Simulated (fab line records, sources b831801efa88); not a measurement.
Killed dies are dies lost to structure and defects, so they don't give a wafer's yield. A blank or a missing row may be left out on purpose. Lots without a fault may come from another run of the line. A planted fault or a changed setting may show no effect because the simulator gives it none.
A struck lot beside a sound one | flow gf180mcu | 16 steps out of a route of 602
Sound: wafers L704.1, L704.2, L704.6. Struck: wafers L709.3, L709.4, L709.6. The cause comes at the end.
At each step with rows: each side's tool, then ch and its chambers, then its first start. Under that, the readings that differ: sound wafers | struck wafers | difference of the means | sigmas: that difference in standard deviations of wafers without a fault.
alike: readings whose means differ by less than 2 such deviations, and words and numbers that are the same on both sides. not compared: withheld readings, readings that some wafer has no value for, bounds like >300 that may hide the same value, and numbers for which the record gives no deviation and whose values overlap.
The two part at a step that has a row with sigmas, a row that says differs or no value, or rows on one side only. Numbers that don't overlap but have no deviation are shown without sigmas and don't part them. A reading that every wafer of one side lacks parts them only if that side has two wafers or more.

first, 2 steps without rows for these wafers: GF_MVSD_IMPLANT_08; GF_MVSD_IMPLANT_09.
GF_MVSD_STRIP_10: strips in O2/N2.
  sound on plasma_asher-04 ch 0,1, day 5 14:11; struck on plasma_asher-03 ch 0,1, day 6 14:43
  alike: drypump_motor_current_A, heater_power_w, oes_product_au, strip_time_to_endpoint_s
  not compared: rf_hours_counter_h
GF_MVSD_TW_MEAS_11:
  sound on film_metro-02, day 5 14:17; struck on film_metro-01, day 6 14:49
  alike: MVSD_TW
then, 7 steps without rows for these wafers: GF_MVPSD_DEHYDRATE_00 (time 60 s); GF_MVPSD_HMDS_01 (prime time 60 s); GF_MVPSD_COAT_02 (resist thk 3000 nm); GF_MVPSD_SOFTBAKE_03; GF_MVPSD_EXPOSE_04 (exposes mask MVPSD, target cd 1000 nm); GF_MVPSD_PEB_05; GF_MVPSD_DEVELOP_06 (develop time 60 s).
GF_MVPSD_OVL_MEAS_07:
  sound on overlay-02, day 6 05:05; struck on overlay-01, day 7 06:00
  alike: MVPSD_OVL
GF_MVPSD_IMPLANT_08:
  sound on implanter-04 ch 0, day 6 05:08; struck on implanter-04, day 7 06:05
  no value came back on the struck wafers for beam_energy_keV, beam_on_s (s); on the sound wafers beam_energy_keV reads 170.02 170.01 169.99
then, 1 step without rows for these wafers: GF_MVPSD_IMPLANT_09.
GF_MVPSD_STRIP_10: strips in O2/N2.
  sound on plasma_asher-04 ch 0,1, day 6 05:26; struck on plasma_asher-04 ch 0,1, day 7 06:22
  alike: drypump_motor_current_A, heater_power_w, oes_product_au, strip_time_to_endpoint_s
  not compared: rf_hours_counter_h
GF_MVPSD_TW_MEAS_11:
  sound on film_metro-03, day 6 05:32; struck on film_metro-01, day 7 06:40
  reading  | sound       | struck      | difference | sigmas
  MVPSD_TW | 547 551 549 | 322 323 321 | -227       | -52
  not compared: hold

WHERE THEY PART
First at GF_MVPSD_IMPLANT_08; last, within this record, at GF_MVPSD_TW_MEAS_11.

WHY: what the simulator had put in
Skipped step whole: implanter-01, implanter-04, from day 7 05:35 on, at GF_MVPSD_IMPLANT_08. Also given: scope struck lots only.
